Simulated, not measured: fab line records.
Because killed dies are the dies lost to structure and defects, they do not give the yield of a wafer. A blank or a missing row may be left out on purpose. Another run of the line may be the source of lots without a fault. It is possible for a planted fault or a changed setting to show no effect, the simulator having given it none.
fab line records	flow sky130
record: lots: 11	wafers: 33	lastDay: 51
route steps=708 shown NWELL@81 SD_N@356 SD_P@359 CONTACT@429 METAL1@450
lots untouched by any fault: they come from a run of this same line in which no faults occurred
startH: hours from the record's opening day to when the first of the lot's shown wafers began	waitH: hours elapsed since this lot's preceding step	" identical to the entry in the row above	L1.1+2: a single row standing in for several wafers	- value missing, or start not given	* or withheld: withheld	< > ~ a bound
route shown NAME@n: names a module that has steps shown in the file, with the first one's number in the route	usual: average and standard deviation across the fault-free wafers	same: alike in all rows	chamber/n: place in a boat	sites: the reading at each site	_std_site: their standard deviation	_edge_site: inner sites' mean taken away from outer sites' mean	radiusMm: how far each site lies from the wafer's centre	mask NAME#n: copy n	behind: the tool/chamber that last shaped the wafer	hold: the reason the lot was held/the length of the hold in hours/how it ended	device: transistor that didn't switch, given as n, p or np	end of line: the same wafers' tests at the end of the route	a step given without rows: its recipe and nothing more	killed: count of dies lost to structure and defects at first sort (not the wafer's yield)	map: dies across one wafer; x = killed, . = not, _ = none there
set.NAME: setting as actually run; set.NAME@STEP: the setting as run at that earlier step	model.NAME: the simulator's own value behind a step, which no gauge read
steps of the route over a sample of lots; a table a step, a row a wafer
services: when a tool's chamber went out of use (startH, in hours from the record's first day, below 0 if earlier), for how many hours, and the reason
== steps ==
step: SKY_NWELL_RTA_28
recipe: tempC: 1050	timeS: 30	idleTempC: 650	rampUpCPerS: 150	rampDownCPerS: 90	ambient: N2
usual: lampPowerPct: 25.31/0.052	rampUpCPerS: 150.00/0.028	wafer_temp_C_max: 1054.8/1
lot.wafer	tool	chamber	startH	waitH	lampPowerPct	rampUpCPerS	wafer_temp_C_max
L899.1	rtpAnneal-02	0	128.44	0.0	25.31	150.03	1054.8
L899.5	"	0	"	"	25.26	149.99	1055.7
L899.6	"	0	"	"	25.33	149.94	1055.8
L900.1	rtpAnneal-01	0	129.14	0.0	25.29	150.00	1054.9
L900.2	"	0	"	"	25.24	150.02	1055.7
L900.3	"	0	"	"	25.35	150.03	1054.2
L901.1	rtpAnneal-02	0	144.37	0.0	25.36	149.96	1055.1
L901.2	"	0	"	"	25.25	149.99	1054.8
L901.6	"	0	"	"	25.28	150.04	1054.4
L902.2	rtpAnneal-01	0	145.09	0.0	25.33	150.03	1056.2
L902.5	"	0	"	"	25.33	149.98	1055.3
L902.6	"	0	"	"	25.34	149.99	1054.5
L904.1	rtpAnneal-01	0	156.24	0.0	25.39	150.02	1054.1
L904.3	"	0	"	"	25.30	149.99	1055.7
L904.4	"	0	"	"	25.24	150.00	1056.9
L906.2	rtpAnneal-01	0	167.12	0.0	25.35	149.99	1053.9
L906.3	"	0	"	"	25.24	150.02	1053.5
L906.6	"	0	"	"	25.27	149.93	1055.5
L908.2	rtpAnneal-02	0	180.12	0.0	25.37	150.01	1053.8
L908.3	"	0	"	"	25.31	150.03	1055.1
L908.4	"	0	"	"	25.35	150.00	1053.7
L911.3	rtpAnneal-02	0	208.64	0.0	25.36	150.01	1055.6
L911.5	"	0	"	"	25.34	149.97	1054.9
L911.6	"	0	"	"	25.21	150.02	1055.2
L916.2	rtpAnneal-02	0	229.26	0.0	25.29	149.93	1054.6
L916.4	"	0	"	"	25.41	150.02	1054.1
L916.6	"	0	"	"	25.32	149.98	1053.3
L918.4	rtpAnneal-01	0	248.27	0.1	25.25	150.01	1055.1
L918.5	"	0	"	"	25.36	150.02	1054.4
L918.6	"	0	"	"	25.27	150.00	1055.1
L919.1	rtpAnneal-01	0	256.32	0.0	25.27	149.98	1055.7
L919.4	"	0	"	"	25.45	150.01	1053.9
L919.6	"	0	"	"	25.31	149.99	1054.3
step: SKY_SD_N_RTA_14
recipe: tempC: 1075	timeS: 2	idleTempC: 650	rampUpCPerS: 150	rampDownCPerS: 90	ambient: N2
usual: lampPowerPct: 15.74/0.058	rampUpCPerS: 150.00/0.029	wafer_temp_C_max: 1078.0/1.2
lot.wafer	tool	chamber	startH	waitH	lampPowerPct	rampUpCPerS	wafer_temp_C_max
L899.1	rtpAnneal-02	0	688.21	0.0	15.69	150.01	1078.4
L899.5	"	0	"	"	15.70	149.99	1079.2
L899.6	"	0	"	"	15.82	150.02	1079.1
L900.1	rtpAnneal-01	0	691.52	0.0	15.71	150.01	1078.3
L900.2	"	0	"	"	15.68	149.97	1079.1
L900.3	"	0	"	"	15.82	149.98	1078.2
L901.1	rtpAnneal-02	0	711.71	0.0	15.72	150.01	1077.2
L901.2	"	0	"	"	15.69	150.00	1078.9
L901.6	"	0	"	"	15.66	150.01	1077.2
L902.2	rtpAnneal-02	0	714.31	0.0	15.80	150.00	1077.5
L902.5	"	0	"	"	15.65	149.99	1078.8
L902.6	"	0	"	"	15.77	149.98	1080.1
L904.1	rtpAnneal-02	0	726.93	0.0	15.79	149.99	1076.4
L904.3	"	0	"	"	15.83	150.04	1076.0
L904.4	"	0	"	"	15.66	150.01	1078.2
L906.2	rtpAnneal-02	0	742.11	0.0	15.75	149.91	1077.9
L906.3	"	0	"	"	15.65	149.98	1077.2
L906.6	"	0	"	"	15.79	150.01	1077.3
L908.2	rtpAnneal-02	0	755.34	0.0	15.15	149.99	1077.2
L908.3	"	0	"	"	15.18	149.97	1077.2
L908.4	"	0	"	"	15.22	150.03	1079.6
L911.3	rtpAnneal-02	0	787.42	0.0	15.15	150.01	1077.5
L911.5	"	0	"	"	15.04	150.00	1077.4
L911.6	"	0	"	"	15.09	150.01	1076.0
L916.2	rtpAnneal-01	0	832.84	0.0	15.70	150.02	1076.7
L916.4	"	0	"	"	15.78	149.96	1077.9
L916.6	"	0	"	"	15.62	149.96	1079.2
L918.4	rtpAnneal-01	0	837.20	0.0	15.76	150.05	1077.9
L918.5	"	0	"	"	15.74	149.99	1079.4
L918.6	"	0	"	"	15.71	150.02	1076.6
L919.1	rtpAnneal-01	0	845.51	0.0	15.78	150.00	1077.8
L919.4	"	0	"	"	15.69	150.01	1077.5
L919.6	"	0	"	"	15.77	150.03	1077.7
step: SKY_SD_N_RS_MEAS_16
recipe: thkMeasGauge: four-point-probe
usual: SD_N_RS: 68.56/0.11
lot.wafer	tool	chamber	startH	waitH	SD_N_RS[ohm/sq]
L899.1	filmMetro-02	-	688.39	0.1	68.53
L899.5	"	-	"	"	68.60
L899.6	"	-	"	"	68.67
L900.1	filmMetro-03	-	691.72	0.1	68.51
L900.2	"	-	"	"	68.59
L900.3	"	-	"	"	68.42
L901.1	filmMetro-04	-	711.88	0.1	68.51
L901.2	"	-	"	"	68.43
L901.6	"	-	"	"	68.49
L902.2	filmMetro-02	-	714.50	0.1	68.53
L902.5	"	-	"	"	68.60
L902.6	"	-	"	"	68.73
L904.1	filmMetro-03	-	727.11	0.1	68.65
L904.3	"	-	"	"	68.75
L904.4	"	-	"	"	68.40
L906.2	filmMetro-04	-	742.30	0.1	68.84
L906.3	"	-	"	"	68.70
L906.6	"	-	"	"	68.66
L908.2	filmMetro-04	-	755.53	0.1	71.16
L908.3	"	-	"	"	71.20
L908.4	"	-	"	"	71.17
L911.3	filmMetro-04	-	787.62	0.1	71.32
L911.5	"	-	"	"	71.08
L911.6	"	-	"	"	71.20
L916.2	filmMetro-04	-	833.02	0.1	68.53
L916.4	"	-	"	"	68.60
L916.6	"	-	"	"	68.33
L918.4	filmMetro-03	-	837.41	0.1	68.57
L918.5	"	-	"	"	68.55
L918.6	"	-	"	"	68.63
L919.1	filmMetro-04	-	845.69	0.1	68.54
L919.4	"	-	"	"	68.55
L919.6	"	-	"	"	68.60
step: SKY_SD_N_RS_MEAS_17
recipe: thkMeasGauge: four-point-probe
usual: SD_P_RS: 147.0/0.41
lot.wafer	tool	chamber	startH	waitH	SD_P_RS[ohm/sq]
L899.1	filmMetro-02	-	688.51	0.1	146.7
L899.5	"	-	"	"	147.0
L899.6	"	-	"	"	146.9
L900.1	filmMetro-03	-	691.84	0.1	146.9
L900.2	"	-	"	"	146.9
L900.3	"	-	"	"	146.7
L901.1	filmMetro-04	-	712.00	0.1	146.7
L901.2	"	-	"	"	146.9
L901.6	"	-	"	"	146.6
L902.2	filmMetro-02	-	714.62	0.1	147.4
L902.5	"	-	"	"	147.1
L902.6	"	-	"	"	147.2
L904.1	filmMetro-03	-	727.23	0.1	146.7
L904.3	"	-	"	"	146.9
L904.4	"	-	"	"	146.5
L906.2	filmMetro-04	-	742.42	0.1	147.5
L906.3	"	-	"	"	146.6
L906.6	"	-	"	"	147.3
L908.2	filmMetro-04	-	755.65	0.1	162.0
L908.3	"	-	"	"	161.9
L908.4	"	-	"	"	161.1
L911.3	filmMetro-04	-	787.74	0.1	162.3
L911.5	"	-	"	"	162.0
L911.6	"	-	"	"	162.3
L916.2	filmMetro-04	-	833.14	0.1	146.7
L916.4	"	-	"	"	146.9
L916.6	"	-	"	"	146.7
L918.4	filmMetro-03	-	837.53	0.1	147.1
L918.5	"	-	"	"	147.9
L918.6	"	-	"	"	147.8
L919.1	filmMetro-04	-	845.81	0.1	147.5
L919.4	"	-	"	"	146.8
L919.6	"	-	"	"	147.1
step: SKY_CONTACT_SPUTTER_23
recipe: material: TiN	targetThkNm: 20	chamberPressurePa: 5	powerW: 4000	timeS: 80
usual: throttleValvePct: 29.6/1.2
lot.wafer	tool	chamber	startH	waitH	throttleValvePct
L899.1	pvdSputter-04	-	778.68	0.0	31.4
L899.5	"	-	"	"	30.1
L899.6	"	-	"	"	29.9
L900.1	pvdSputter-03	-	779.28	0.0	27.7
L900.2	"	-	"	"	29.8
L900.3	"	-	"	"	28.4
L901.1	pvdSputter-04	-	799.20	0.0	28.7
L901.2	"	-	"	"	29.8
L901.6	"	-	"	"	28.5
L902.2	pvdSputter-03	-	802.21	0.0	31.2
L902.5	"	-	"	"	27.7
L902.6	"	-	"	"	30.0
L904.1	pvdSputter-03	-	813.84	0.0	27.6
L904.3	"	-	"	"	29.8
L904.4	"	-	"	"	28.4
L906.2	pvdSputter-03	-	828.24	0.0	29.6
L906.3	"	-	"	"	28.5
L906.6	"	-	"	"	28.6
L908.2	pvdSputter-04	-	840.75	0.0	31.4
L908.3	"	-	"	"	29.8
L908.4	"	-	"	"	29.8
L911.3	pvdSputter-03	-	871.93	0.0	27.5
L911.5	"	-	"	"	31.3
L911.6	"	-	"	"	27.4
L916.2	pvdSputter-01	-	915.71	0.0	30.0
L916.4	"	-	"	"	31.0
L916.6	"	-	"	"	28.9
L918.4	pvdSputter-01	-	920.61	0.0	28.6
L918.5	"	-	"	"	28.8
L918.6	"	-	"	"	30.0
L919.1	pvdSputter-03	-	928.40	0.0	27.4
L919.4	"	-	"	"	31.3
L919.6	"	-	"	"	27.6
step: SKY_METAL1_OVL_MEAS_16
usual: METAL1_OVL: -2/5.9
lot.wafer	tool	chamber	startH	waitH	METAL1_OVL[nm]
L899.1	overlay-01	-	806.58	0.1	-9
L899.5	"	-	"	"	-5
L899.6	"	-	"	"	-9
L900.1	overlay-01	-	806.62	0.1	3
L900.2	"	-	"	"	8
L900.3	"	-	"	"	-1
L901.1	overlay-02	-	827.08	0.1	-6
L901.2	"	-	"	"	-10
L901.6	"	-	"	"	-8
L902.2	overlay-01	-	830.07	0.1	1
L902.5	"	-	"	"	12
L902.6	"	-	"	"	4
L904.1	overlay-01	-	841.17	0.1	-5
L904.3	"	-	"	"	0
L904.4	"	-	"	"	4
L906.2	overlay-02	-	855.01	0.1	0
L906.3	"	-	"	"	-3
L906.6	"	-	"	"	-2
L908.2	overlay-01	-	868.01	0.1	-5
L908.3	"	-	"	"	-8
L908.4	"	-	"	"	0
L911.3	overlay-01	-	899.28	0.1	-9
L911.5	"	-	"	"	-5
L911.6	"	-	"	"	-3
L916.2	overlay-02	-	941.74	0.1	-14
L916.4	"	-	"	"	-18
L916.6	"	-	"	"	-8
L918.4	overlay-01	-	947.14	0.1	3
L918.5	"	-	"	"	2
L918.6	"	-	"	"	3
L919.1	overlay-01	-	953.86	0.1	-5
L919.4	"	-	"	"	-1
L919.6	"	-	"	"	-4
== services ==
tool	chamber	startH	hours	kind
pvdSputter-01	-	172.67	7.8	repair
pvdSputter-03	3	204.91	-	consumableReplace:kit
pvdSputter-03	3	204.91	18.0	scheduledDown
pvdSputter-03	3	204.91	18.0	ventCycle
pvdSputter-01	-	273.96	3.1	repair
pvdSputter-03	-	290.16	4.6	repair
pvdSputter-04	0	330.45	-	consumableReplace:kit
pvdSputter-04	0	330.45	18.0	scheduledDown
pvdSputter-04	0	330.45	18.0	ventCycle
pvdSputter-03	-	345.85	10.4	repair
rtpAnneal-01	-	459.95	4.0	pm
pvdSputter-04	-	497.75	7.7	repair
pvdSputter-03	-	503.56	1.5	repair
pvdSputter-01	-	583.11	1.4	repair
pvdSputter-04	-	639.36	8.2	repair
pvdSputter-03	2	707.06	-	consumableReplace:kit
pvdSputter-03	2	707.06	18.0	scheduledDown
pvdSputter-03	2	707.06	18.0	ventCycle
rtpAnneal-01	-	713.62	8.9	pm
rtpAnneal-02	-	776.54	4.3	pm
pvdSputter-04	-	794.38	2.2	repair
pvdSputter-01	-	815.64	29.9	repair
pvdSputter-04	3	832.59	-	consumableReplace:kit
pvdSputter-04	-	887.49	4.1	repair
== key ==
firstSign: step: SKY_SD_N_RTA_14	reading: lampPowerPct	direction: down	sigmas: 10	usual: 15.74	struck: 15.14
effect: step: SKY_SD_N_RS_MEAS_16	reading: SD_N_RS	direction: up	sigmas: 23	usual: 68.56	struck: 71.19
effect: step: SKY_SD_N_RS_MEAS_17	reading: SD_P_RS	direction: up	sigmas: 36	usual: 147.0	struck: 161.9
metAt SKY_SD_N_RTA_14
struckLots L908,L911
testerLeftOut L908,L911
notActingAt SKY_NWELL_RTA_28,SKY_CONTACT_SPUTTER_23,SKY_METAL1_OVL_MEAS_16
onsetBetween 742.11 755.34
fault: kind: processParameterDrift	tool: rtpAnneal-02	chamber: -	onsetH: 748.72	steps: SKY_SD_N_RTA_14	channel: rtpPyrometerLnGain	offset: 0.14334	shape: step	endH: 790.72
testerLeftOut: of these lots the tester's yield and bins aren't shown, on N5 and GAA mostly nor the transistor test; their killed dies are dies lost to structure and defects alone, not to doping, threshold or leakage, so they don't give the yield
